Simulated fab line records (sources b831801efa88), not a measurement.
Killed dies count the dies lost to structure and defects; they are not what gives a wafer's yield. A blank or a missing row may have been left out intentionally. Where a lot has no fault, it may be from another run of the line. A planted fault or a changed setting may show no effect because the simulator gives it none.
fab line records + flow sky130
record
- lots=13
- wafers=39
- lastDay=50
route steps=708 shown SD_N@354 METAL5@674
lots with no fault: from the same line, run without faults
startH: start of the lot's first displayed wafer, in hours after the record's first day + waitH: how many hours have passed since the lot's step before this one + " repeats the value in the row above + L1.1+2: several wafers, shown together as one row + - no value present, or no start provided + * or withheld: withheld + < > ~ a bound
route shown NAME@n: a module of which the file shows steps, and the number in the route of the first + usual: mean and standard deviation over wafers with no fault + same: alike in all rows + chamber/n: place in a boat + sites: per-site readings + _std_site: standard deviation of those values + _edge_site: outer sites' mean less inner sites' + radiusMm: for every site, how far away it sits from the centre of the wafer + mask NAME#n: copy n + behind: the tool/chamber that last shaped the wafer + hold: what put the lot on hold/how long, in hours/how the hold closed + device: which transistor (n, p or np) failed to switch + end of line: the route-end tests of the same wafers + where a step has no rows: the recipe by itself + killed: not the wafer's yield, but the dies lost to structure and defects at the first sort + map: dies across one wafer; x = killed, . = not, _ = none there
set.NAME: setting as actually run; set.NAME@STEP: the setting as run at that earlier step + model.NAME: the simulator's own value behind a step, which no gauge read
the route's steps for a sample of lots (tables are steps, rows are wafers)
services: the hour from which a tool's chamber was out of use, counted from the record's first day as startH (under 0 if before that day), plus the number of hours and why
## steps
# step SKY_SD_N_TW_MEAS_12
# usual
- SD_N_TW=4030/39
| lot.wafer | tool         | chamber | startH | waitH | SD_N_TW |
|-----------|--------------|---------|--------|-------|---------|
| L137.2    | filmMetro-02 | -       | 641.54 | 0.1   | 4044    |
| L137.3    | "            | -       | "      | "     | 4049    |
| L137.4    | "            | -       | "      | "     | 4037    |
| L138.2    | filmMetro-01 | -       | 652.09 | 0.1   | 4043    |
| L138.3    | "            | -       | "      | "     | 4047    |
| L138.5    | "            | -       | "      | "     | 4051    |
| L139.1    | filmMetro-03 | -       | 658.85 | 0.1   | 4021    |
| L139.2    | "            | -       | "      | "     | 3990    |
| L139.6    | "            | -       | "      | "     | 4013    |
| L140.2    | filmMetro-02 | -       | 671.91 | 0.1   | 4070    |
| L140.4    | "            | -       | "      | "     | 4074    |
| L140.6    | "            | -       | "      | "     | 4077    |
| L141.1    | filmMetro-02 | -       | 684.50 | 0.1   | 4094    |
| L141.5    | "            | -       | "      | "     | 4062    |
| L141.6    | "            | -       | "      | "     | 4066    |
| L146.2    | filmMetro-01 | -       | 734.70 | 0.1   | 4011    |
| L146.4    | "            | -       | "      | "     | 4024    |
| L146.5    | "            | -       | "      | "     | 4007    |
| L147.1    | filmMetro-01 | -       | 735.14 | 0.1   | 4042    |
| L147.2    | "            | -       | "      | "     | 4020    |
| L147.5    | "            | -       | "      | "     | 4023    |
| L148.2    | filmMetro-01 | -       | 744.10 | 0.1   | 4049    |
| L148.4    | "            | -       | "      | "     | 4050    |
| L148.6    | "            | -       | "      | "     | 4049    |
| L153.1    | filmMetro-01 | -       | 777.44 | 0.1   | 4042    |
| L153.5    | "            | -       | "      | "     | 4060    |
| L153.6    | "            | -       | "      | "     | 4027    |
| L155.4    | filmMetro-03 | -       | 796.83 | 0.1   | 3969    |
| L155.5    | "            | -       | "      | "     | 3973    |
| L155.6    | "            | -       | "      | "     | 4003    |
| L156.1    | filmMetro-03 | -       | 808.54 | 0.1   | 3997    |
| L156.2    | "            | -       | "      | "     | 3998    |
| L156.5    | "            | -       | "      | "     | 3996    |
| L160.1    | filmMetro-03 | -       | 823.60 | 0.1   | 3941    |
| L160.4    | "            | -       | "      | "     | 3943    |
| L160.5    | "            | -       | "      | "     | 3951    |
| L159.2    | filmMetro-02 | -       | 825.55 | 0.1   | 4094    |
| L159.3    | "            | -       | "      | "     | 4092    |
| L159.4    | "            | -       | "      | "     | 4049    |
# step SKY_SD_N_RTA_14
# recipe
- tempC=1075
- timeS=2
- idleTempC=650
- rampUpCPerS=150
- rampDownCPerS=90
- ambient=N2
# usual
- lampPowerPct=15.73/0.052
- wafer_temp_C_max=1078.0/1.4
| lot.wafer | tool         | chamber | startH | waitH | lampPowerPct | wafer_temp_C_max |
|-----------|--------------|---------|--------|-------|--------------|------------------|
| L137.2    | rtpAnneal-02 | 0       | 641.64 | 0.0   | 15.75        | 1075.5           |
| L137.3    | "            | 0       | "      | "     | 15.69        | 1079.2           |
| L137.4    | "            | 0       | "      | "     | 15.67        | 1077.6           |
| L138.2    | rtpAnneal-01 | 0       | 652.19 | 0.0   | 15.82        | 1078.1           |
| L138.3    | "            | 0       | "      | "     | 15.69        | 1076.4           |
| L138.5    | "            | 0       | "      | "     | 15.70        | 1081.6           |
| L139.1    | rtpAnneal-02 | 0       | 658.96 | 0.0   | 15.79        | 1075.4           |
| L139.2    | "            | 0       | "      | "     | 15.75        | 1078.4           |
| L139.6    | "            | 0       | "      | "     | 15.80        | 1077.3           |
| L140.2    | rtpAnneal-01 | 0       | 672.01 | 0.0   | 15.71        | 1077.7           |
| L140.4    | "            | 0       | "      | "     | 15.78        | 1079.2           |
| L140.6    | "            | 0       | "      | "     | 15.71        | 1078.7           |
| L141.1    | rtpAnneal-02 | 0       | 684.61 | 0.0   | 15.69        | 1078.3           |
| L141.5    | "            | 0       | "      | "     | 15.68        | 1078.3           |
| L141.6    | "            | 0       | "      | "     | 15.67        | 1076.6           |
| L146.2    | rtpAnneal-01 | 0       | 734.81 | 0.0   | 15.74        | 1079.2           |
| L146.4    | "            | 0       | "      | "     | 15.78        | 1080.8           |
| L146.5    | "            | 0       | "      | "     | 15.80        | 1078.9           |
| L147.1    | rtpAnneal-02 | 0       | 735.25 | 0.0   | 15.79        | 1079.2           |
| L147.2    | "            | 0       | "      | "     | 15.76        | 1077.9           |
| L147.5    | "            | 0       | "      | "     | 15.75        | 1076.4           |
| L148.2    | rtpAnneal-01 | 0       | 744.21 | 0.0   | 15.67        | 1076.0           |
| L148.4    | "            | 0       | "      | "     | 15.77        | 1077.0           |
| L148.6    | "            | 0       | "      | "     | 15.77        | 1079.3           |
| L153.1    | rtpAnneal-02 | 0       | 777.55 | 0.0   | 15.78        | 1079.6           |
| L153.5    | "            | 0       | "      | "     | 15.66        | 1077.7           |
| L153.6    | "            | 0       | "      | "     | 15.88        | 1076.5           |
| L155.4    | rtpAnneal-02 | 0       | 796.93 | 0.0   | 15.75        | 1078.9           |
| L155.5    | "            | 0       | "      | "     | 15.61        | 1079.0           |
| L155.6    | "            | 0       | "      | "     | 15.75        | 1078.2           |
| L156.1    | rtpAnneal-01 | 0       | 808.65 | 0.0   | 15.73        | 1078.3           |
| L156.2    | "            | 0       | "      | "     | 15.83        | 1076.8           |
| L156.5    | "            | 0       | "      | "     | 15.76        | 1077.1           |
| L160.1    | rtpAnneal-02 | 0       | 823.71 | 0.0   | 15.76        | 1077.5           |
| L160.4    | "            | 0       | "      | "     | 15.70        | 1077.8           |
| L160.5    | "            | 0       | "      | "     | 15.82        | 1080.6           |
| L159.2    | rtpAnneal-01 | 0       | 825.71 | 0.0   | 15.81        | 1078.0           |
| L159.3    | "            | 0       | "      | "     | 15.71        | 1075.3           |
| L159.4    | "            | 0       | "      | "     | 15.72        | 1079.0           |
# step SKY_SD_N_RS_MEAS_16
# recipe
- thkMeasGauge=four-point-probe
# usual
- SD_N_RS=68.58/0.14
| lot.wafer | tool         | chamber | startH | waitH | SD_N_RS[ohm/sq] |
|-----------|--------------|---------|--------|-------|-----------------|
| L137.2    | filmMetro-03 | -       | 641.83 | 0.1   | 68.45           |
| L137.3    | "            | -       | "      | "     | 68.34           |
| L137.4    | "            | -       | "      | "     | 68.50           |
| L138.2    | filmMetro-03 | -       | 652.38 | 0.1   | 68.48           |
| L138.3    | "            | -       | "      | "     | 68.54           |
| L138.5    | "            | -       | "      | "     | 68.47           |
| L139.1    | filmMetro-02 | -       | 659.13 | 0.1   | 68.74           |
| L139.2    | "            | -       | "      | "     | 68.65           |
| L139.6    | "            | -       | "      | "     | 68.72           |
| L140.2    | filmMetro-03 | -       | 672.20 | 0.1   | 68.49           |
| L140.4    | "            | -       | "      | "     | 68.61           |
| L140.6    | "            | -       | "      | "     | 68.42           |
| L141.1    | filmMetro-01 | -       | 684.78 | 0.1   | 68.72           |
| L141.5    | "            | -       | "      | "     | 68.60           |
| L141.6    | "            | -       | "      | "     | 68.50           |
| L146.2    | filmMetro-03 | -       | 734.99 | 0.1   | 68.77           |
| L146.4    | "            | -       | "      | "     | 68.66           |
| L146.5    | "            | -       | "      | "     | 68.57           |
| L147.1    | filmMetro-02 | -       | 735.42 | 0.1   | 68.68           |
| L147.2    | "            | -       | "      | "     | 68.73           |
| L147.5    | "            | -       | "      | "     | 68.67           |
| L148.2    | filmMetro-03 | -       | 744.39 | 0.1   | 68.39           |
| L148.4    | "            | -       | "      | "     | 68.36           |
| L148.6    | "            | -       | "      | "     | 68.51           |
| L153.1    | filmMetro-02 | -       | 777.77 | 0.1   | 68.84           |
| L153.5    | "            | -       | "      | "     | 68.65           |
| L153.6    | "            | -       | "      | "     | 68.80           |
| L155.4    | filmMetro-01 | -       | 797.14 | 0.1   | 68.51           |
| L155.5    | "            | -       | "      | "     | 68.52           |
| L155.6    | "            | -       | "      | "     | 68.60           |
| L156.1    | filmMetro-02 | -       | 808.82 | 0.1   | 68.68           |
| L156.2    | "            | -       | "      | "     | 68.50           |
| L156.5    | "            | -       | "      | "     | 68.53           |
| L160.1    | filmMetro-03 | -       | 823.88 | 0.1   | 68.45           |
| L160.4    | "            | -       | "      | "     | 68.42           |
| L160.5    | "            | -       | "      | "     | 68.53           |
| L159.2    | filmMetro-03 | -       | 825.89 | 0.1   | 68.38           |
| L159.3    | "            | -       | "      | "     | 68.44           |
| L159.4    | "            | -       | "      | "     | 68.30           |
# step SKY_METAL5_DEVELOP_13
# recipe
- resist=NOVOLAK
- developer=TMAH
- developTimeS=60
- devTempC=23
# usual
- chillPlateTempC=23.00/0.13
- developerTempC=23.02/0.1
- resistLineTempC=23.01/0.1
| lot.wafer | tool          | chamber | startH  | waitH | chillPlateTempC | developerTempC | resistLineTempC |
|-----------|---------------|---------|---------|-------|-----------------|----------------|-----------------|
| L137.2    | lithoTrack-02 | 0       | 1022.72 | 0.1   | 22.88           | 22.93          | 22.85           |
| L137.3    | "             | 0       | "       | "     | 22.98           | 23.14          | 23.02           |
| L137.4    | "             | 0       | "       | "     | 23.04           | 23.04          | 22.85           |
| L138.2    | lithoTrack-03 | 0       | 1029.91 | 0.1   | 22.98           | 23.08          | 23.16           |
| L138.3    | "             | 0       | "       | "     | 22.91           | 23.13          | 23.17           |
| L138.5    | "             | 0       | "       | "     | 22.91           | 23.09          | 23.17           |
| L139.1    | lithoTrack-04 | 0       | 1036.52 | 0.1   | 23.01           | 22.87          | 23.11           |
| L139.2    | "             | 0       | "       | "     | 22.95           | 22.89          | 23.06           |
| L139.6    | "             | 0       | "       | "     | 22.93           | 22.98          | 23.06           |
| L140.2    | lithoTrack-04 | 0       | 1045.35 | 0.1   | 22.91           | 22.97          | 22.82           |
| L140.4    | "             | 0       | "       | "     | 22.98           | 23.09          | 22.98           |
| L140.6    | "             | 0       | "       | "     | 22.94           | 23.06          | 23.07           |
| L141.1    | lithoTrack-02 | 0       | 1056.29 | 0.1   | 23.04           | 22.80          | 23.08           |
| L141.5    | "             | 0       | "       | "     | 23.13           | 23.02          | 22.95           |
| L141.6    | "             | 0       | "       | "     | 23.04           | 22.95          | 22.99           |
| L146.2    | lithoTrack-02 | 0       | 1093.02 | 0.1   | 23.18           | 22.91          | 23.06           |
| L146.4    | "             | 0       | "       | "     | 23.22           | 23.24          | 23.05           |
| L146.5    | "             | 0       | "       | "     | 23.26           | 23.14          | 23.23           |
| L147.1    | lithoTrack-03 | 0       | 1094.64 | 0.1   | 22.76           | 25.32          | 22.89           |
| L147.2    | "             | 0       | "       | "     | 22.99           | 25.28          | 23.11           |
| L147.5    | "             | 0       | "       | "     | 22.84           | 25.23          | 23.04           |
| L148.2    | lithoTrack-03 | 0       | 1102.56 | 0.1   | 23.23           | 25.40          | 22.99           |
| L148.4    | "             | 0       | "       | "     | 23.15           | 25.38          | 23.02           |
| L148.6    | "             | 0       | "       | "     | 23.06           | 25.32          | 23.01           |
| L153.1    | lithoTrack-04 | 0       | 1124.57 | 0.1   | 23.18           | 23.18          | 23.14           |
| L153.5    | "             | 0       | "       | "     | 23.07           | 23.12          | 23.05           |
| L153.6    | "             | 0       | "       | "     | 23.19           | 23.11          | 23.00           |
| L155.4    | lithoTrack-04 | 0       | 1140.15 | 0.1   | 22.94           | 22.96          | 23.00           |
| L155.5    | "             | 0       | "       | "     | 23.03           | 23.15          | 23.01           |
| L155.6    | "             | 0       | "       | "     | 23.08           | 23.06          | 22.98           |
| L156.1    | lithoTrack-04 | 0       | 1147.17 | 0.1   | 22.81           | 23.14          | 22.90           |
| L156.2    | "             | 0       | "       | "     | 22.76           | 22.93          | 23.08           |
| L156.5    | "             | 0       | "       | "     | 22.76           | 22.95          | 22.93           |
| L160.1    | lithoTrack-04 | 0       | 1156.42 | 0.1   | 22.90           | 23.04          | 22.72           |
| L160.4    | "             | 0       | "       | "     | 22.87           | 23.20          | 23.02           |
| L160.5    | "             | 0       | "       | "     | 22.92           | 23.02          | 22.90           |
| L159.2    | lithoTrack-03 | 0       | 1161.46 | 0.1   | 22.84           | 23.14          | 23.19           |
| L159.3    | "             | 0       | "       | "     | 22.87           | 23.15          | 23.14           |
| L159.4    | "             | 0       | "       | "     | 22.77           | 23.16          | 23.13           |
## services
| tool         | chamber | startH  | hours | kind |
|--------------|---------|---------|-------|------|
| rtpAnneal-02 | -       | 690.88  | 4.1   | pm   |
| rtpAnneal-02 | -       | 1039.32 | 1.0   | pm   |
## key
firstSign
- step=SKY_METAL5_DEVELOP_13
- reading=developerTempC
- direction=up
- sigmas=22
- usual=*
- struck=*
effect none on later readings
metAt SKY_METAL5_DEVELOP_13
struckLots L147,L148
notActingAt SKY_SD_N_TW_MEAS_12,SKY_SD_N_RTA_14,SKY_SD_N_RS_MEAS_16
onsetBetween 1029.91 1094.64
fault
- kind=processParameterDrift
- tool=lithoTrack-03
- chamber=-
- onsetH=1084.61
- steps=SKY_METAL5_DEVELOP_13
- channel=devTempC
- offset=*
- shape=step
- endH=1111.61
- actsIn=*
- stated=*
